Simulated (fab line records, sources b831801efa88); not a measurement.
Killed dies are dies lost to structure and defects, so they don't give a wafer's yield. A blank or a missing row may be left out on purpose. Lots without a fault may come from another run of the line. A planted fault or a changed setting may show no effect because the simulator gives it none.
Which tool did it? | flow gf180mcu | 6 lots, 18 wafers sampled, at 3 steps of a route of 602

WHAT THE GAUGES READ, wafer by wafer
GF_HV_LDD_OVL_MEAS_32.
lot  | measured     | on         | HV_LDD_02_OVL (nm)
L395 | day 12 03:55 | overlay-02 | -0.1 -0.2 -1.4
L398 | day 12 19:41 | overlay-01 | 0.7 -0.8 -2.2
L404 | day 14 19:08 | overlay-02 | 116.5 114.9 116.6
L406 | day 15 12:41 | overlay-02 | 116.1 115.0 114.2
L411 | day 17 03:40 | overlay-01 | -0.7 -0.1 -1.7
L415 | day 18 06:52 | overlay-02 | -1.9 -0.3 -1.4

WHICH TOOL RAN EACH LOT (tool, then ch and the chambers of the sampled wafers, then the start)
lot  | GF_HV_LDD_STRIP_22                   | GF_HV_LDD_EXPOSE_28
L395 | plasma_asher-02 ch 0,1, day 11 09:17 | iline_stepper-01 ch 0, day 11 18:13
L398 | plasma_asher-02 ch 0, day 12 00:05   | iline_stepper-02 ch 0, day 12 09:50
L404 | plasma_asher-02 ch 0,1, day 13 22:19 | iline_stepper-01 ch 0, day 14 08:53
L406 | plasma_asher-04 ch 0,1, day 14 15:45 | iline_stepper-01 ch 0, day 15 02:21
L411 | plasma_asher-02 ch 0,1, day 16 05:40 | iline_stepper-02 ch 0, day 16 17:14
L415 | plasma_asher-02 ch 0,1, day 17 08:51 | iline_stepper-02 ch 0, day 17 19:58
- GF_HV_LDD_STRIP_22: strips in O2/N2.
- GF_HV_LDD_EXPOSE_28: exposes mask Nplus HV AREA, target cd 400 nm.

THE ANSWER, worked out from the rows above alone
Rule: what is usual is taken from the lots themselves. Put in order of their means at a reading, lots are off if they are a third of the lots or fewer, leave a main group of 4 or more, and stand apart from it by a gap of 3 or more times the standard deviation of the main group's means; of several such gaps the widest counts. A main group whose means are all the same, to the digits that the tables above print for the reading, isn't used. A lot without any number at a reading at which 4 lots or more have one is off too. The other lots that the step has rows for count as sound.
Off: L404, L406, at GF_HV_LDD_OVL_MEAS_32 (HV_LDD_02_OVL). The main group: mean -0.8 nm, standard deviation 0.23.
A tool fits if, at a process step before that reading, it ran every lot that is off, and no sound lot after the first of them. The gauges at GF_HV_LDD_OVL_MEAS_32 are tried like those tools. One fits: iline_stepper-01 at GF_HV_LDD_EXPOSE_28. Its last sound lot is L395 (day 11 18:13), its first lot that is off L404 (day 14 08:53): a fault that began between those two fits.

WHAT THE SIMULATOR HAD PUT IN
Scanner matching overlay: iline_stepper-01, from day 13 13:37 on, at GF_HV_LDD_EXPOSE_28. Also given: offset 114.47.
Lots struck among those shown: L404, L406. The rule above found the same.
